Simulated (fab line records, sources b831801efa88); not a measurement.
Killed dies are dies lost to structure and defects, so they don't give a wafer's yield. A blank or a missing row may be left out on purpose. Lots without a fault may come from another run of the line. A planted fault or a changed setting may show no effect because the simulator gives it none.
A struck lot beside a sound one | flow gf180mcu | 15 steps out of a route of 602
Sound: wafers L393.1, L393.3, L393.6. Struck: wafers L383.1, L383.3, L383.4. The cause comes at the end.
At each step with rows: each side's tool, then ch and its chambers, then its first start. Under that, the readings that differ: sound wafers | struck wafers | difference of the means | sigmas: that difference in standard deviations of wafers without a fault.
alike: readings whose means differ by less than 2 such deviations, and words and numbers that are the same on both sides. not compared: withheld readings, readings that some wafer has no value for, bounds like >300 that may hide the same value, and numbers for which the record gives no deviation and whose values overlap.
The two part at a step that has a row with sigmas, a row that says differs or no value, or rows on one side only. Numbers that don't overlap but have no deviation are shown without sigmas and don't part them. A reading that every wafer of one side lacks parts them only if that side has two wafers or more.

first, 4 steps without rows for these wafers: GF_V4_STRIP_18 (strips in O2/N2); GF_V4_STRIP_19 (strips in post etch residue remover, time 1200 s); GF_V4_CLEAN_20 (cleans in DIW); GF_V4_SPUTTER_21 (material Ti, target thk 15 nm, time 80.02 s).
GF_V4_SPUTTER_22: material TiN, target thk 10 nm, time 40 s.
  sound on pvd_sputter-01, day 28 09:37; struck on pvd_sputter-04, day 24 23:24
  alike: cathode_dc_power_W, chamber_pressure_pa, throttle_valve_pct
then, 1 step without rows for these wafers: GF_V4_CVD_23 (deposits W, target thk 350 nm, time 104.9 s).
GF_V4_RS_MEAS_24: measures by four-point-probe.
  sound on film_metro-01, day 28 09:46; struck on film_metro-02, day 24 23:33
  alike: V4_W_RS
GF_V4_THK_MEAS_25: measures by xrf.
  sound on film_metro-01, day 28 09:53; struck on film_metro-02, day 24 23:40
  alike: V4_W_THK
GF_V4_CMP_26: polishes, stops on SiO2, t overpolish 15 s, target thk 0 nm.
  sound on cmp-01 ch 0,2,3, day 28 09:57; struck on cmp-01 ch 0,1,3, day 24 23:50
  alike: motor_current_A, overpolish_run_s, slurry_filter_dp_kPa, time_to_endpoint_s
GF_MIM_SPUTTER_00: material Ti, target thk 37.5 nm, time 150 s.
  sound on pvd_sputter-02, day 28 10:15; struck on pvd_sputter-02, day 25 00:08
  alike: cathode_dc_power_W, chamber_pressure_pa, throttle_valve_pct
then, 1 step without rows for these wafers: GF_MIM_SPUTTER_01 (material TiN, target thk 30 nm, time 25 s).
GF_MIM_SPUTTER_02: material AlCu, target thk 450 nm, time 23.9 s.
  sound on pvd_sputter-02, day 28 10:23; struck on pvd_sputter-02, day 25 00:16
  alike: cathode_dc_power_W, chamber_pressure_pa, throttle_valve_pct
GF_MIM_SPUTTER_03: material Ti, target thk 10 nm, time 6.7 s.
  sound on pvd_sputter-02, day 28 10:25; struck on pvd_sputter-02, day 25 00:17
  no value came back on the struck wafers for cathode_dc_power_W (W), chamber_pressure_pa (Pa), throttle_valve_pct (%), time_s (s); on the sound wafers cathode_dc_power_W (W) reads 2999.6 2999.2 3000.0
GF_MIM_SPUTTER_04: material TiN, target thk 50 nm, time 41.7 s.
  sound on pvd_sputter-02, day 28 10:26; struck on pvd_sputter-02, day 25 00:19
  alike: cathode_dc_power_W, chamber_pressure_pa, throttle_valve_pct
-- the record jumps here: 4 days lie between the struck wafers' starts before and after (it left off in module MIM and takes up again in module PASSIVATION, whose first step shown is number 602 of the route) --
GF_PASSIVATION_PROBE_99:
  sound on prober-02, day 32 10:19; struck on prober-02, day 29 12:04
  reading                       | sound                   | struck                  | difference | sigmas
  model.etest.via5_chain.rc_ohm | 7.231 6.833 7.137       | 8.146 8.218 8.499       | +1.221     |
  model.etest.met5.line_ohm_um  | 0.2575 0.2573 0.264     | 0.2451 0.2462 0.2469    | -0.0135    |
  model.etest.met5.rs_ohm_sq    | 0.07233 0.07208 0.07253 | 0.06749 0.06807 0.06827 | -0.00437   |

WHERE THEY PART
Only at GF_MIM_SPUTTER_03, within this record. Later steps at which nothing parts them and some readings are alike: GF_MIM_SPUTTER_04.

WHY: what the simulator had put in
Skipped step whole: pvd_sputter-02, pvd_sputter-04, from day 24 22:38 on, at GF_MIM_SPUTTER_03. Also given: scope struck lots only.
